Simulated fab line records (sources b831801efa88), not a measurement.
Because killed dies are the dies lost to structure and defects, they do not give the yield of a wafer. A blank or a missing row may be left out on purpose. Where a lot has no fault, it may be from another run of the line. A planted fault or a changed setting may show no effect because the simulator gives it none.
fab line records	flow sky130
record lots=5	wafers=15	lastDay=48
route steps=708 shown VIA3@575 METAL4@598 CAP2M@603 PAD_OPEN@708
lots that met no fault: taken from a fault-free run of the same line
startH: hours from the record's first day to the start of the lot's first wafer shown	waitH: hours elapsed since this lot's preceding step	" identical to the entry in the row above	L1.1+2: one row covering several wafers at once	- no value, or no start was given	* or withheld: withheld	< > ~ a bound
route shown NAME@n: a module of which the file shows steps, and the number in the route of the first	usual: mean/standard deviation of fault-free wafers	same: alike in all rows	chamber/n: place in a boat	sites: the reading at each site	_std_site: their standard deviation	_edge_site: the outer-site mean with the inner-site mean subtracted	radiusMm: for every site, how far away it sits from the centre of the wafer	mask NAME#n: copy n	behind: the tool/chamber that last shaped the wafer	hold: the reason the lot was held/the length of the hold in hours/how it ended	device: the n, p or np transistor that did not switch	end of line: tests of these same wafers at the route's end	step lacking rows: just its recipe	killed: count of dies lost to structure and defects at first sort (not the wafer's yield)	map: the dies of a wafer, with x for killed, . for not killed, _ for no die there
set.NAME: the setting the step ran with; set.NAME@STEP: the setting that earlier step ran with	model.NAME: the simulator's own value behind a step, which no gauge read
lots at selected steps of the route; one table per step, one row per wafer
services: the hour from which a tool's chamber was out of use, counted from the record's first day as startH (under 0 if before that day), plus the number of hours and why
## steps
# step SKY_VIA3_CMP_02
# recipe material=SiO2	downForcePsi=4	platenRpm=60	padVelocityMS=0.94248
# usual motorCurrentA=11.6/0.83
lot.wafer	tool	chamber	startH	waitH	motorCurrentA
L564.4	cmp-02	2	925.55	0.0	11.3
L564.6	"	2	"	"	11.9
L564.5	"	3	"	"	12.2
L565.2	cmp-02	0	940.19	0.2	11.0
L565.6	"	1	"	"	12.2
L565.5	"	2	"	"	11.8
L568.1	cmp-02	1	951.82	0.2	11.2
L568.5	"	2	"	"	11.6
L568.6	"	3	"	"	12.8
L571.2	cmp-01	1	974.66	3.5	13.0
L571.6	"	2	"	"	11.9
L571.5	"	3	"	"	10.6
L575.3	cmp-02	0	1001.57	0.1	10.8
L575.2	"	1	"	"	11.4
L575.1	"	2	"	"	11.7
# step SKY_VIA3_BOW_MEAS_03
# recipe mode=bow
# usual VIA3_BOW=79/8
lot.wafer	tool	chamber	startH	waitH	VIA3_BOW[um]
L564.4	filmMetro-04	-	925.91	0.3	69
L564.5	"	-	"	"	96
L564.6	"	-	"	"	98
L565.2	filmMetro-02	-	940.36	0.1	77
L565.5	"	-	"	"	75
L565.6	"	-	"	"	80
L568.1	filmMetro-02	-	951.97	0.1	80
L568.5	"	-	"	"	90
L568.6	"	-	"	"	67
L571.2	filmMetro-02	-	974.84	0.1	91
L571.5	"	-	"	"	84
L571.6	"	-	"	"	82
L575.1	filmMetro-03	-	1001.82	0.1	83
L575.2	"	-	"	"	90
L575.3	"	-	"	"	78
# step SKY_VIA3_DEHYDRATE_04
# recipe tempC=200	timeS=60
# step SKY_VIA3_HMDS_05
# recipe primeTimeS=60	primeTempC=120
# step SKY_VIA3_COAT_06
# recipe resist=BARC	tempC=withheld	timeS=withheld	spinRpm=3000	resistThkNm=60
# step SKY_VIA3_COAT_07
# recipe resist=KrF-thick	spinRpm=3000	resistThkNm=450
# step SKY_VIA3_SOFTBAKE_08
# recipe tempC=100	timeS=90	resist=KrF-thick
# step SKY_VIA3_EXPOSE_09
# recipe maskId=VIM3	na=0.8	sourceShape=annular	sigmaInner=0.55	sigmaOuter=0.85	targetCdNm=200	doseMj=38
# step SKY_VIA3_PEB_10
# recipe pebTempC=withheld	pebTimeS=withheld	resist=KrF-thick
# step SKY_VIA3_DEVELOP_11
# recipe developTimeS=60	resist=KrF-thick	devTempC=21
# step SKY_VIA3_CD_MEAS_12
# recipe targetCdNm=200
# usual cdNm=200.1/1.5
lot.wafer	tool	chamber	startH	waitH	cdNm
L564.4	cdSem-02	-	950.88	-	200.2
L564.5	"	-	"	"	200.4
L564.6	"	-	"	"	201.1
L565.2	cdSem-02	-	965.19	-	201.0
L565.5	"	-	"	"	199.1
L565.6	"	-	"	"	199.5
L568.1	cdSem-02	-	977.23	-	200.6
L568.5	"	-	"	"	201.4
L568.6	"	-	"	"	200.4
L571.2	cdSem-01	-	998.50	-	200.7
L571.5	"	-	"	"	200.2
L571.6	"	-	"	"	199.6
L575.1	cdSem-02	-	1025.63	-	201.2
L575.2	"	-	"	"	200.7
L575.3	"	-	"	"	202.3
# step SKY_VIA3_OVL_MEAS_13
# usual VIA3_OVL=-2/5.3
lot.wafer	tool	chamber	startH	waitH	VIA3_OVL[nm]
L564.4	overlay-02	-	950.95	0.1	-2
L564.5	"	-	"	"	-9
L564.6	"	-	"	"	2
L565.2	overlay-01	-	965.29	0.1	-5
L565.5	"	-	"	"	-6
L565.6	"	-	"	"	-6
L568.1	overlay-02	-	977.35	0.1	-1
L568.5	"	-	"	"	-2
L568.6	"	-	"	"	-9
L571.2	overlay-02	-	998.61	0.1	6
L571.5	"	-	"	"	1
L571.6	"	-	"	"	-2
L575.1	overlay-02	-	1025.75	0.1	7
L575.2	"	-	"	"	2
L575.3	"	-	"	"	6
# step SKY_VIA3_ETCH_14
# recipe chemistry=N2/H2	target=BARC	ionEnergyEv=200	sourceW=500	biasW=100	pressureMtorr=30	n2FlowSccm=100	h2FlowSccm=200	stopOn=SiO2	timeS=45.9	targetDepthA=600
# usual drypumpMotorCurrentA=5.8/0.5	oesProductAu=0.854/0.0042	rfFwdPowerW=494.5/1.8	throttleValvePct=13.224/0.0099
lot.wafer	tool	chamber	startH	waitH	drypumpMotorCurrentA	oesProductAu	rfFwdPowerW	rfHoursCounterH	throttleValvePct
L564.4	rieDiel-01	3	950.99	0.0	6.5	0.850	490.0	-	13.233
L564.5	"	0	"	"	5.9	0.849	494.6	-	13.212
L564.6	"	2	"	"	5.4	0.851	492.5	-	13.231
L565.2	rieDiel-03	3	965.32	0.0	6.6	0.856	494.2	22	13.226
L565.5	"	1	"	"	4.9	0.851	495.9	-	13.227
L565.6	"	0	"	"	6.3	0.850	497.7	-	13.217
L568.1	rieDiel-02	2	977.39	0.0	5.9	0.856	494.9	22	13.221
L568.5	"	2	"	"	5.9	0.857	495.3	-	13.224
L568.6	"	1	"	"	6.0	0.859	494.2	-	13.231
L571.2	rieDiel-03	0	998.64	0.0	6.3	0.853	496.1	9	13.229
L571.5	"	2	"	"	5.7	0.855	492.6	-	13.235
L571.6	"	1	"	"	4.9	0.851	494.4	-	13.233
L575.1	rieDiel-02	3	1025.79	0.0	5.6	0.852	494.9	10	13.219
L575.2	"	1	"	"	6.0	0.853	494.2	8	13.217
L575.3	"	0	"	"	6.0	0.854	495.5	6	13.235
# step SKY_VIA3_ETCH_15
# recipe target=SiO2	chemistry=C4F8/O2/Ar	targetDepthNm=507	stopOn=TiN	maskMaterial=KrF-thick	sourceW=1500	biasW=1200	pressureMtorr=40	c4f8FlowSccm=withheld	O2_flow_sccm=6	Ar_flow_sccm=300	timeS=78
# step SKY_VIA3_STRIP_16
# recipe chemistry=O2/N2	powerW=1400	pressureMtorr=1500	platenTempC=withheld	o2FlowSccm=3000	n2FlowSccm=300	overashFraction=0.5
# step SKY_VIA3_STRIP_17
# recipe chemistry=postEtchResidueRemover	timeS=1200	tempC=72.5
# step SKY_VIA3_CLEAN_18
# recipe chemistry=IPA	timeS=180	tempC=25
# step SKY_VIA3_CLEAN_19
# recipe chemistry=O3/DIW	dry=n2Spin
# step SKY_VIA3_SPUTTER_20
# recipe material=TiN	targetThkNm=20	chamberPressurePa=5	powerW=4000	timeS=80
# step SKY_VIA3_CVD_21
# recipe material=W	targetThkNm=390	timeS=117.31	tempC=400	pressureTorr=40
# step SKY_VIA3_RS_MEAS_22
# recipe thkMeasGauge=four-point-probe	reads=W_of_VIA3_CVD_21+TiN_of_VIA3_SPUTTER_20
# usual VIA3_W_RS=0.293/0.0037
lot.wafer	tool	chamber	startH	waitH	VIA3_W_RS[ohm/sq]
L564.4	filmMetro-04	-	951.91	0.1	0.293
L564.5	"	-	"	"	0.292
L564.6	"	-	"	"	0.294
L565.2	filmMetro-04	-	966.24	0.1	0.292
L565.5	"	-	"	"	0.291
L565.6	"	-	"	"	0.290
L568.1	filmMetro-02	-	978.27	0.1	0.296
L568.5	"	-	"	"	0.297
L568.6	"	-	"	"	0.293
L571.2	filmMetro-03	-	999.53	0.1	0.290
L571.5	"	-	"	"	0.288
L571.6	"	-	"	"	0.291
L575.1	filmMetro-02	-	1026.67	0.1	0.291
L575.2	"	-	"	"	0.285
L575.3	"	-	"	"	0.288
# step SKY_VIA3_THK_MEAS_23
# recipe thkMeasGauge=xrf	reads=W_of_VIA3_CVD_21
# usual VIA3_W_THK=405/7
lot.wafer	tool	chamber	startH	waitH	VIA3_W_THK[nm]
L564.4	filmMetro-04	-	952.00	0.1	408
L564.5	"	-	"	"	410
L564.6	"	-	"	"	407
L565.2	filmMetro-04	-	966.35	0.1	402
L565.5	"	-	"	"	404
L565.6	"	-	"	"	405
L568.1	filmMetro-02	-	978.39	0.1	399
L568.5	"	-	"	"	399
L568.6	"	-	"	"	405
L571.2	filmMetro-03	-	999.64	0.1	404
L571.5	"	-	"	"	410
L571.6	"	-	"	"	407
L575.1	filmMetro-02	-	1026.79	0.1	413
L575.2	"	-	"	"	424
L575.3	"	-	"	"	421
# step SKY_VIA3_CMP_24
# recipe stopOn=SiO2	tOverpolishS=20	downForcePsi=3.5	platenRpm=60	targetThkNm=0	padVelocityMS=0.94248
# usual motorCurrentA=10.8/0.79	overpolishRunS=20.000/0.0094	timeToEndpointS=98/3.5
lot.wafer	tool	chamber	startH	waitH	motorCurrentA	overpolishRunS	timeToEndpointS
L564.4	cmp-01	1	952.03	0.0	11.8	20.004	100
L564.5	"	1	"	"	12.1	19.998	100
L564.6	"	2	"	"	10.6	20.000	101
L565.2	cmp-02	0	966.50	0.1	10.2	19.988	94
L565.5	"	2	"	"	10.3	20.004	97
L565.6	"	3	"	"	11.4	19.991	97
L568.1	cmp-01	0	978.60	0.2	10.6	19.989	87
L568.5	"	1	"	"	12.1	20.001	98
L568.6	"	2	"	"	10.8	20.004	99
L571.2	cmp-01	0	999.79	0.1	10.9	20.007	91
L571.5	"	2	"	"	10.8	20.012	105
L571.6	"	3	"	"	9.7	20.006	96
L575.1	cmp-01	0	1026.85	0.1	11.0	19.982	95
L575.3	"	1	"	"	12.7	19.999	103
L575.2	"	2	"	"	10.5	20.003	106
# step SKY_METAL4_SPUTTER_00
# recipe material=Ti	targetThkNm=15	powerW=3000	timeS=10	chamberPressurePa=0.4
# usual throttleValvePct=30.5/0.75
lot.wafer	tool	chamber	startH	waitH	throttleValvePct
L564.4	pvdSputter-04	-	952.33	0.2	32.2
L564.5	"	-	"	"	30.6
L564.6	"	-	"	"	32.1
L565.2	pvdSputter-04	-	966.70	0.1	32.0
L565.5	"	-	"	"	31.0
L565.6	"	-	"	"	30.2
L568.1	pvdSputter-02	-	978.75	0.1	29.7
L568.5	"	-	"	"	29.9
L568.6	"	-	"	"	29.7
L571.2	pvdSputter-04	-	999.99	0.1	29.3
L571.5	"	-	"	"	30.6
L571.6	"	-	"	"	31.0
L575.1	pvdSputter-02	-	1027.15	0.2	29.4
L575.2	"	-	"	"	31.4
L575.3	"	-	"	"	29.8
# step SKY_METAL4_SPUTTER_01
# recipe material=TiN	targetThkNm=20	powerW=6500	timeS=16.7	chamberPressurePa=0.4
# usual throttleValvePct=30.5/0.76
lot.wafer	tool	chamber	startH	waitH	throttleValvePct
L564.4	pvdSputter-04	-	952.36	0.0	32.0
L564.5	"	-	"	"	30.2
L564.6	"	-	"	"	32.3
L565.2	pvdSputter-04	-	966.72	0.0	32.4
L565.5	"	-	"	"	31.1
L565.6	"	-	"	"	30.3
L568.1	pvdSputter-02	-	978.77	0.0	29.9
L568.5	"	-	"	"	29.5
L568.6	"	-	"	"	29.8
L571.2	pvdSputter-04	-	1000.02	0.0	29.3
L571.5	"	-	"	"	30.2
L571.6	"	-	"	"	30.8
L575.1	pvdSputter-02	-	1027.17	0.0	29.5
L575.2	"	-	"	"	31.4
L575.3	"	-	"	"	30.0
# step SKY_METAL4_SPUTTER_02
# recipe material=AlCu	targetThkNm=735	powerW=10600	timeS=39.1	chamberPressurePa=0.4
# step SKY_METAL4_SPUTTER_03
# recipe material=Ti	targetThkNm=5	powerW=3000	timeS=3.3	chamberPressurePa=0.4
# step SKY_METAL4_SPUTTER_04
# recipe material=TiN	targetThkNm=70	powerW=6500	timeS=58.3	chamberPressurePa=0.4
# step SKY_CAP2M_CVD_00
# recipe material=SiO2	targetThkNm=15.5	tempC=400	timeS=withheld	rfW=450
# step SKY_CAP2M_THK_MEAS_01
# recipe reads=SiO2_of_CAP2M_CVD_00
# usual CAP2M_CVD_00_THK=15.55/0.27
lot.wafer	tool	chamber	startH	waitH	CAP2M_CVD_00_THK[nm]
L564.4	filmMetro-01	-	952.61	-	15.55
L564.5	"	-	"	"	15.88
L564.6	"	-	"	"	15.80
L565.2	filmMetro-02	-	966.93	-	15.83
L565.5	"	-	"	"	15.88
L565.6	"	-	"	"	15.79
L568.1	filmMetro-03	-	978.94	-	15.23
L568.5	"	-	"	"	15.66
L568.6	"	-	"	"	15.25
L571.2	filmMetro-03	-	1000.22	-	15.45
L571.5	"	-	"	"	15.86
L571.6	"	-	"	"	15.50
L575.1	filmMetro-03	-	1027.33	-	15.50
L575.2	"	-	"	"	15.35
L575.3	"	-	"	"	15.56
# step SKY_CAP2M_SPUTTER_02
# recipe material=TiN	targetThkNm=200	tempC=300	powerW=6500	timeS=166.7	chamberPressurePa=0.4
# step SKY_CAP2M_RS_MEAS_03
# recipe thkMeasGauge=four-point-probe	reads=TiN_of_CAP2M_SPUTTER_02
# usual CAP2M_TIN_RS=6.92/0.13
lot.wafer	tool	chamber	startH	waitH	CAP2M_TIN_RS[ohm/sq]
L564.4	filmMetro-02	-	952.81	0.1	7.05
L564.5	"	-	"	"	7.16
L564.6	"	-	"	"	7.00
L565.2	filmMetro-02	-	967.10	0.1	6.85
L565.5	"	-	"	"	6.94
L565.6	"	-	"	"	7.12
L568.1	filmMetro-01	-	979.11	0.1	6.78
L568.5	"	-	"	"	6.80
L568.6	"	-	"	"	6.72
L571.2	filmMetro-01	-	1000.40	0.1	6.83
L571.5	"	-	"	"	6.84
L571.6	"	-	"	"	6.86
L575.1	filmMetro-01	-	1027.50	0.1	6.62
L575.2	"	-	"	"	6.82
L575.3	"	-	"	"	6.81
# step SKY_CAP2M_THK_MEAS_04
# recipe thkMeasGauge=xrf	reads=TiN_of_CAP2M_SPUTTER_02
# usual CAP2M_TIN_THK=197/3.4
lot.wafer	tool	chamber	startH	waitH	CAP2M_TIN_THK[nm]
L564.4	filmMetro-02	-	952.90	0.1	193
L564.5	"	-	"	"	190
L564.6	"	-	"	"	194
L565.2	filmMetro-02	-	967.21	0.1	198
L565.5	"	-	"	"	196
L565.6	"	-	"	"	190
L568.1	filmMetro-01	-	979.23	0.1	199
L568.5	"	-	"	"	200
L568.6	"	-	"	"	202
L571.2	filmMetro-01	-	1000.51	0.1	200
L571.5	"	-	"	"	200
L571.6	"	-	"	"	199
L575.1	filmMetro-01	-	1027.62	0.1	205
L575.2	"	-	"	"	198
L575.3	"	-	"	"	199
# step SKY_CAP2M_DEHYDRATE_05
# recipe tempC=200	timeS=60
# step SKY_CAP2M_HMDS_06
# recipe primeTimeS=60	primeTempC=120
# step SKY_CAP2M_COAT_07
# recipe resist=NOVOLAK	spinRpm=3000	resistThkNm=1140
# step SKY_CAP2M_SOFTBAKE_08
# recipe tempC=90	timeS=60	resist=NOVOLAK
# step SKY_CAP2M_EXPOSE_09
# recipe maskId=CAP2M	na=0.6	sourceShape=conventional	sigmaOuter=0.6	polarization=unpolarized	targetCdNm=1000	doseMj=159
# step SKY_CAP2M_PEB_10
# recipe tempC=withheld	timeS=*	resist=NOVOLAK
# step SKY_CAP2M_DEVELOP_11
# recipe resist=NOVOLAK	developer=TMAH	developTimeS=60	devTempC=23
# step SKY_CAP2M_OVL_MEAS_12
# usual CAP2M_OVL=-0.7/1.4
lot.wafer	tool	chamber	startH	waitH	CAP2M_OVL[nm]
L564.4	overlay-02	-	977.95	0.1	1.8
L564.5	"	-	"	"	0.4
L564.6	"	-	"	"	-0.1
L565.2	overlay-01	-	991.40	0.1	0.1
L565.5	"	-	"	"	-0.8
L565.6	"	-	"	"	-1.4
L568.1	overlay-01	-	1002.47	0.1	-2.4
L568.5	"	-	"	"	-1.5
L568.6	"	-	"	"	-1.5
L571.2	overlay-02	-	1022.60	0.1	-1.4
L571.5	"	-	"	"	-1.9
L571.6	"	-	"	"	-1.1
L575.1	overlay-01	-	1049.73	0.1	0.1
L575.2	"	-	"	"	-0.1
L575.3	"	-	"	"	-0.1
# step SKY_CAP2M_METAL_ETCH_13
# recipe targetDepthNm=220	stopOn=SiO2	chemistry=Cl2/BCl3	target=TiN	pressureMtorr=10	icpW=900	biasW=48.5	Cl2_flow_sccm=60	bcl3FlowSccm=30	timeS=62.9
# usual bcl3FlowSccm=30.00/0.087	drypumpMotorCurrentA=5.58/0.14	heBacksideLeakSccm=3.32/0.21	oesProductAu=0.940/0.01	rfFwdPowerW=892/3.1	throttleValvePct=21.903/0.011
lot.wafer	tool	chamber	startH	waitH	bcl3FlowSccm	drypumpMotorCurrentA	heBacksideLeakSccm	oesProductAu	rfFwdPowerW	rfHoursCounterH	throttleValvePct
L564.4	rieMetal-04	1	977.99	0.0	30.01	5.66	3.22	0.929	888	-	21.911
L564.5	"	1	"	"	29.98	5.67	3.14	0.920	882	-	21.917
L564.6	"	0	"	"	30.04	5.44	3.65	0.926	889	-	21.906
L565.2	rieMetal-03	0	991.43	0.0	29.99	5.79	3.38	0.950	896	16	21.909
L565.5	"	0	"	"	29.95	5.82	3.19	0.941	895	-	21.900
L565.6	"	1	"	"	29.98	5.62	3.77	0.920	896	-	21.900
L568.1	rieMetal-03	1	1002.50	0.0	30.02	5.59	3.63	0.940	896	9	21.897
L568.5	"	0	"	"	29.90	5.80	3.12	0.934	897	-	21.904
L568.6	"	1	"	"	29.94	5.59	3.67	0.953	898	-	21.888
L571.2	rieMetal-04	1	1022.63	0.0	30.28	5.65	3.20	0.946	893	16	21.909
L571.5	"	1	"	"	30.04	5.62	3.37	0.947	890	-	21.895
L571.6	"	0	"	"	29.98	5.46	3.40	0.945	888	-	21.898
L575.1	rieMetal-03	0	1049.76	0.0	29.93	5.81	3.10	0.958	894	20	21.875
L575.2	"	1	"	"	30.03	5.63	3.60	0.944	894	12	21.885
L575.3	"	1	"	"	30.01	5.62	3.65	0.943	895	-	21.906
# step SKY_PAD_OPEN_PROBE_99
# usual defectLimitedYield=82.3/1.9	killed_at_M0_to_M3=45/6.6	killed_at_M4_up=3.1/1.6	killedAtContacts=24/5	killedAtFrontEnd=14/4.4	killedAtOther=0.3/0.58	killedDies=87/9.2	killedOpen=47/6.7	killedShort=40/6.4
# same grossDies=492	killedAtBackSide=0
lot.wafer	tool	chamber	startH	waitH	hold	defectLimitedYield[%]	killed_at_M0_to_M3	killed_at_M4_up	killedAtContacts	killedAtFrontEnd	killedAtOther	killedDies	killedOpen	killedShort	model.etest.tester.sortNPass	model.etest.tester.sortYieldPct	model.etest.tester.sort_bin_5_pct	model.etest.tester.sort_bin_3_pct
L564.4	prober-02	-	1096.06	0.2	-	84.1	49	1	16	11	1	78	39	39	414	84.15	9.553	0.813
L564.5	prober-02	-	1096.11	0.2	-	86.2	39	2	18	7	2	68	39	29	424	86.18	7.52	0.6098
L564.6	prober-02	-	1096.16	0.2	-	85.6	33	2	23	12	1	71	34	37	421	85.57	7.724	1.016
L565.2	prober-01	-	1107.21	0.1	-	83.9	41	1	20	17	0	79	45	34	413	83.94	8.13	1.016
L565.5	prober-01	-	1107.36	0.2	-	82.3	47	2	21	17	0	87	47	40	405	82.32	10.37	1.423
L565.6	prober-01	-	1107.41	0.2	-	82.3	43	3	24	17	0	87	44	43	405	82.32	8.943	1.016
L568.1	prober-02	-	1118.34	0.1	-	78.9	52	2	29	21	0	104	55	49	388	78.86	13.41	1.423
L568.5	prober-02	-	1118.54	0.2	-	81.3	54	7	25	6	0	92	54	38	400	81.3	8.943	1.22
L568.6	prober-02	-	1118.59	0.2	-	81.7	48	4	25	13	0	90	51	39	402	81.71	11.18	0.4065
L571.2	prober-01	-	1131.60	0.1	awaitDispo/2.6h/release	80.9	47	3	25	19	0	94	53	41	398	80.89	12.6	1.016
L571.5	prober-01	-	1131.75	0.2	awaitDispo/2.6h/release	73.6	81	3	22	23	1	130	46	43	362	73.58	16.67	3.862
L571.6	prober-01	-	1131.80	0.2	awaitDispo/2.6h/release	78.3	42	5	30	30	0	107	61	46	385	78.25	11.79	1.829
L575.1	prober-01	-	1154.91	0.1	-	79.7	50	2	24	24	0	100	49	51	324	65.85	24.39	1.22
L575.2	prober-01	-	1154.96	0.1	-	78.0	60	2	32	14	0	108	56	52	384	78.05	15.45	0.4065
L575.3	prober-01	-	1155.01	0.2	-	80.1	45	4	28	21	0	98	60	38	394	80.08	10.57	0.813
# killed by level:class
L564.4 VIA3:geometricParticle:open=10 VIA2:geometricParticle:short=9 VIA1:geometricParticle:open=8 METAL2:geometricParticle:short=5 CONTACT:geometricParticle:open=5 METAL1:geometricParticle:short=5 LI_CONTACT:geometricParticle:open=4 METAL1:geometricParticle:open=4
L564.5 VIA2:geometricParticle:open=11 VIA1:geometricParticle:open=7 LI_CONTACT:geometricParticle:open=6 LOCAL_INTERCONNECT:geometricParticle:short=4 METAL1:geometricParticle:short=4 METAL2:geometricParticle:short=4 VIA2:geometricParticle:short=4 VIA3:geometricParticle:open=4
L564.6 LI_CONTACT:geometricParticle:short=6 CONTACT:geometricParticle:short=6 VIA2:geometricParticle:open=6 VIA3:geometricParticle:open=6 CONTACT:geometricParticle:open=5 FIELD_ISO:geometricParticle:short=4 VIA1:geometricParticle:open=4 POLY_GATE:geometricParticle:open=3
L565.2 LI_CONTACT:geometricParticle:open=9 VIA1:geometricParticle:open=9 FIELD_ISO:geometricParticle:short=7 VIA2:geometricParticle:open=7 VIA1:geometricParticle:short=5 VIA3:geometricParticle:short=5 FIELD_ISO:geometricParticle:open=4 CONTACT:geometricParticle:open=4
L565.5 VIA1:geometricParticle:short=11 VIA1:geometricParticle:open=9 VIA3:geometricParticle:open=8 CONTACT:geometricParticle:open=8 POLY_GATE:geometricParticle:short=6 LI_CONTACT:geometricParticle:open=5 METAL2:geometricParticle:short=5 LOCAL_INTERCONNECT:geometricParticle:open=4
L565.6 VIA1:geometricParticle:open=10 VIA1:geometricParticle:short=8 LI_CONTACT:geometricParticle:open=7 CONTACT:geometricParticle:open=6 VIA2:geometricParticle:open=5 VIA3:geometricParticle:short=5 POLY_GATE:geometricParticle:open=4 LOCAL_INTERCONNECT:geometricParticle:short=4
L568.1 CONTACT:geometricParticle:open=13 VIA1:geometricParticle:open=10 VIA3:geometricParticle:short=8 VIA3:geometricParticle:open=8 POLY_GATE:geometricParticle:short=7 POLY_GATE:geometricParticle:open=7 METAL3:geometricParticle:short=6 LI_CONTACT:geometricParticle:open=6
L568.5 CONTACT:geometricParticle:open=11 VIA2:geometricParticle:open=11 VIA1:geometricParticle:open=10 VIA3:geometricParticle:open=6 VIA1:geometricParticle:short=6 LOCAL_INTERCONNECT:geometricParticle:short=5 LI_CONTACT:geometricParticle:open=5 METAL1:geometricParticle:short=5
L568.6 VIA1:geometricParticle:open=13 LI_CONTACT:geometricParticle:open=8 CONTACT:geometricParticle:open=8 METAL2:geometricParticle:short=8 POLY_GATE:geometricParticle:open=4 VIA2:geometricParticle:short=4 CONTACT:geometricParticle:short=4 VIA1:geometricParticle:short=4
L571.2 VIA1:geometricParticle:open=17 CONTACT:geometricParticle:open=10 CONTACT:geometricParticle:short=7 VIA2:geometricParticle:short=6 FIELD_ISO:geometricParticle:short=5 POLY_GATE:geometricParticle:short=5 POLY_GATE:geometricParticle:open=5 METAL2:geometricParticle:open=5
L571.5 VIA3:unspecified=41 FIELD_ISO:geometricParticle:open=8 POLY_GATE:geometricParticle:short=8 VIA2:geometricParticle:open=8 CONTACT:geometricParticle:open=7 LI_CONTACT:geometricParticle:open=7 VIA1:geometricParticle:short=7 VIA1:geometricParticle:open=7
L571.6 CONTACT:geometricParticle:open=12 VIA1:geometricParticle:open=9 FIELD_ISO:geometricParticle:open=8 CONTACT:geometricParticle:short=8 POLY_GATE:geometricParticle:short=7 POLY_GATE:geometricParticle:open=7 VIA2:geometricParticle:open=7 FIELD_ISO:geometricParticle:short=6
L575.1 CONTACT:geometricParticle:open=10 VIA1:geometricParticle:open=10 VIA1:geometricParticle:short=8 FIELD_ISO:geometricParticle:short=7 VIA3:geometricParticle:open=6 POLY_GATE:geometricParticle:open=5 METAL1:geometricParticle:short=5 VIA2:geometricParticle:open=5
L575.2 CONTACT:geometricParticle:open=15 VIA1:geometricParticle:open=12 VIA1:geometricParticle:short=8 METAL2:geometricParticle:short=8 METAL1:geometricParticle:short=7 VIA2:geometricParticle:open=7 LI_CONTACT:geometricParticle:open=6 LOCAL_INTERCONNECT:geometricParticle:short=6
L575.3 CONTACT:geometricParticle:open=12 FIELD_ISO:geometricParticle:open=9 LI_CONTACT:geometricParticle:open=9 VIA1:geometricParticle:open=9 VIA1:geometricParticle:short=6 METAL2:geometricParticle:short=6 VIA3:geometricParticle:open=5 VIA2:geometricParticle:open=5
# map L571.5 (x killed, . not)
__________.........._________
________..........x..._______
______..x....xxx.x......_____
_____xx.x...x.......x....____
____...............x.x....___
___.........xx....x.xx.....__
__..x..x....xx......x......._
_....x......x...x..x.........
_.....x.x.x.....x......x..x..
_x..........xx........xx....x
_......x..x..xxx....x........
_..x......x..........x...x...
_.....x.xx....x........x..x..
_x......x..x.....x..x....xx..
_x.........xxx...xxxxxx......
__x.x..x...x..x...xxxxxx..x._
___.....x.......xxxxxxxx.x.__
____xx.x........xxxxxxxxx.___
_____......x....x.xxxxxxx____
______.x......x.xxxxxxxx_____
________..xx.......xxx_______
__________.........._________
# map L565.5 (x killed, . not)
__________x...x..x.._________
________.............._______
______..x...........x..._____
_____...x.x........x.....____
____.x..x....x..........x.___
___......x.....xx..xx......__
__x...x.....x....x.x..x.x..._
_.........x...x.x.....x.x..x.
_....x.....x.....x.........x.
_x...x.x.x.....x........x....
_x...x.......................
_.........x................x.
_x.x.........x..x............
_...x...........x........x...
_.....x.......x...x.......xx.
__xxx..x..x........x...x..xx_
___......xx......xx.....xx.__
____......x........x......___
_____.....x....x.x.x.....____
______......x..........x_____
________.xxx....xx..xx_______
__________..x......._________
## services
tool	chamber	startH	hours	kind
cmp-02	-	912.27	4.0	pm
cmp-02	-	916.27	-	consumableReplace:conditioner
cmp-02	-	916.27	-	consumableReplace:pad
rieDiel-02	0	917.57	8.9	repair
rieDiel-02	1	918.77	6.3	repair
rieDiel-03	0	920.99	1.3	repair
pvdSputter-02	-	927.37	2.5	repair
rieDiel-01	-	931.47	2.8	pm
rieDiel-02	1	938.60	4.0	repair
rieDiel-01	1	946.12	9.6	repair
rieDiel-01	3	968.76	23.0	repair
cmp-02	-	968.88	4.3	repair
rieDiel-02	2	973.59	2.8	repair
pvdSputter-04	3	977.00	-	consumableReplace:kit
pvdSputter-04	3	977.00	18.0	scheduledDown
pvdSputter-04	3	977.00	18.0	ventCycle
rieDiel-01	0	996.04	-	clean
rieDiel-01	0	996.04	27.4	scheduledDown
rieDiel-01	0	996.04	27.4	ventCycle
rieDiel-01	1	998.93	12.6	repair
rieMetal-03	-	1009.17	1.4	pm
rieDiel-03	1	1023.22	2.4	repair
cmp-01	-	1037.53	0.9	repair
## key
firstSign step=SKY_PAD_OPEN_PROBE_99	reading=killed_at_M0_to_M3	direction=up	sigmas=5.5	usual=45	struck=81
effect step=SKY_PAD_OPEN_PROBE_99	reading=defectLimitedYield	direction=down	sigmas=4.7	usual=82.3	struck=73.6
modelEffect step=SKY_PAD_OPEN_PROBE_99	value=etest.tester.sortNPass	without=395	struck=362
metAt SKY_VIA3_ETCH_14
struckWafers L571.5
fault kind=chamberParticleSource	tool=rieDiel-03	chamber=2	onsetH=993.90	steps=SKY_VIA3_ETCH_14	ratePerVisitCm2=0.58829	endH=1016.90
